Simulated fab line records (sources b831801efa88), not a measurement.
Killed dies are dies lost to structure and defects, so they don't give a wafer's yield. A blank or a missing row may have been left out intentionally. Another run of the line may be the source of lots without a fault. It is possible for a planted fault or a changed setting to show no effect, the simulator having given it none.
Matching of chambers || flow sky130 || SKY_FIELD_ISO_ETCH_17 on rie-si-01 has 4 sister chambers
The step etches Si in HBr/Cl2/O2, target depth 342 nm, time 97.7 s. 14 wafers are shown with their chamber, then 7 later ones without.

== EACH WAFER AND ITS CHAMBER ==
{"wafer": "L900.1", "chamber": 3, "drypump-motor-current-A (A)": 6.4, "oes-product-au (a.u.)": 0.994, "throttle-valve-pct (%)": 25.669}
{"wafer": "L900.2", "chamber": 1, "drypump-motor-current-A (A)": 5.6, "oes-product-au (a.u.)": 1.017, "throttle-valve-pct (%)": 25.639}
{"wafer": "L900.4", "chamber": 2, "drypump-motor-current-A (A)": 5.9, "oes-product-au (a.u.)": 0.992, "throttle-valve-pct (%)": 25.671}
{"wafer": "L902.4", "chamber": 1, "drypump-motor-current-A (A)": 5.6, "oes-product-au (a.u.)": 1.016, "throttle-valve-pct (%)": 25.647}
{"wafer": "L902.5", "chamber": 2, "drypump-motor-current-A (A)": 5.9, "oes-product-au (a.u.)": 0.974, "throttle-valve-pct (%)": 25.677}
{"wafer": "L902.6", "chamber": 3, "drypump-motor-current-A (A)": 6.4, "oes-product-au (a.u.)": 0.993, "throttle-valve-pct (%)": 25.666}
{"wafer": "L904.4", "chamber": 3, "drypump-motor-current-A (A)": 6.3, "oes-product-au (a.u.)": 0.997, "throttle-valve-pct (%)": 25.658}
{"wafer": "L904.5", "chamber": 1, "drypump-motor-current-A (A)": 5.6, "oes-product-au (a.u.)": 0.999, "throttle-valve-pct (%)": 25.664}
{"wafer": "L904.6", "chamber": 2, "drypump-motor-current-A (A)": 5.9, "oes-product-au (a.u.)": 0.988, "throttle-valve-pct (%)": 25.675}
{"wafer": "L907.1", "chamber": 2, "drypump-motor-current-A (A)": 5.9, "oes-product-au (a.u.)": 0.988, "throttle-valve-pct (%)": 25.667}
{"wafer": "L907.2", "chamber": 0, "drypump-motor-current-A (A)": 5.0, "oes-product-au (a.u.)": 1.024, "throttle-valve-pct (%)": 25.645}
{"wafer": "L907.4", "chamber": 1, "drypump-motor-current-A (A)": 5.6, "oes-product-au (a.u.)": 1.005, "throttle-valve-pct (%)": 25.658}
{"wafer": "L913.1", "chamber": 3, "drypump-motor-current-A (A)": 6.3, "oes-product-au (a.u.)": 0.992, "throttle-valve-pct (%)": 25.656}
{"wafer": "L913.2", "chamber": 2, "drypump-motor-current-A (A)": 5.9, "oes-product-au (a.u.)": 0.986, "throttle-valve-pct (%)": 25.653}

SIGNATURES (averages over the wafers above)
{"reading": "drypump-motor-current-A", "chamber 0": 5.000, "chamber 1": 5.600, "chamber 2": 5.900, "chamber 3": 6.350, "scatter within a chamber": 0.0316}
{"reading": "oes-product-au", "chamber 0": 1.02400, "chamber 1": 1.00925, "chamber 2": 0.98560, "chamber 3": 0.99400, "scatter within a chamber": 0.00656}
{"reading": "throttle-valve-pct", "chamber 0": 25.64500, "chamber 1": 25.65200, "chamber 2": 25.66860, "chamber 3": 25.66225, "scatter within a chamber": 0.00924}
Rule: a wafer's distance from a chamber is the root of the sum, over the readings, of the square of ((its reading less the chamber's mean) divided by the reading's scatter). The wafer belongs to the nearest chamber; if the next one is less than 2 further off, it can't be placed. How the scatter is found: for the shown wafers, subtract from each reading the mean of its chamber, square and add these, divide the total by (wafers less chambers), then take the root.

== WAFERS WHOSE CHAMBER IS MISSING ==
{"wafer": "L913.6", "drypump-motor-current-A (A)": 5.0, "oes-product-au (a.u.)": 1.010, "throttle-valve-pct (%)": 25.635}
{"wafer": "L918.4", "drypump-motor-current-A (A)": 5.5, "oes-product-au (a.u.)": 0.998, "throttle-valve-pct (%)": 25.650}
{"wafer": "L918.5", "drypump-motor-current-A (A)": 5.9, "oes-product-au (a.u.)": 0.985, "throttle-valve-pct (%)": 25.669}
{"wafer": "L918.6", "drypump-motor-current-A (A)": 6.3, "oes-product-au (a.u.)": 1.002, "throttle-valve-pct (%)": 25.662}
{"wafer": "L920.2", "drypump-motor-current-A (A)": 6.3, "oes-product-au (a.u.)": 0.987, "throttle-valve-pct (%)": 25.653}
{"wafer": "L920.3", "drypump-motor-current-A (A)": 5.0, "oes-product-au (a.u.)": 1.015, "throttle-valve-pct (%)": 25.646}
{"wafer": "L920.6", "drypump-motor-current-A (A)": 5.9, "oes-product-au (a.u.)": 0.996, "throttle-valve-pct (%)": 25.663}

== CHAMBER TAKEN BY EACH ==
{"wafer": "L913.6", "from the rows above": 0, "in truth": 0}
{"wafer": "L918.4", "from the rows above": 1, "in truth": 1}
{"wafer": "L918.5", "from the rows above": 2, "in truth": 2}
{"wafer": "L918.6", "from the rows above": 3, "in truth": 3}
{"wafer": "L920.2", "from the rows above": 3, "in truth": 3}
{"wafer": "L920.3", "from the rows above": 0, "in truth": 0}
{"wafer": "L920.6", "from the rows above": 2, "in truth": 2}
Correct placement for 7 of the 7. Number that these rows cannot place: 0. 0 placed wrongly.
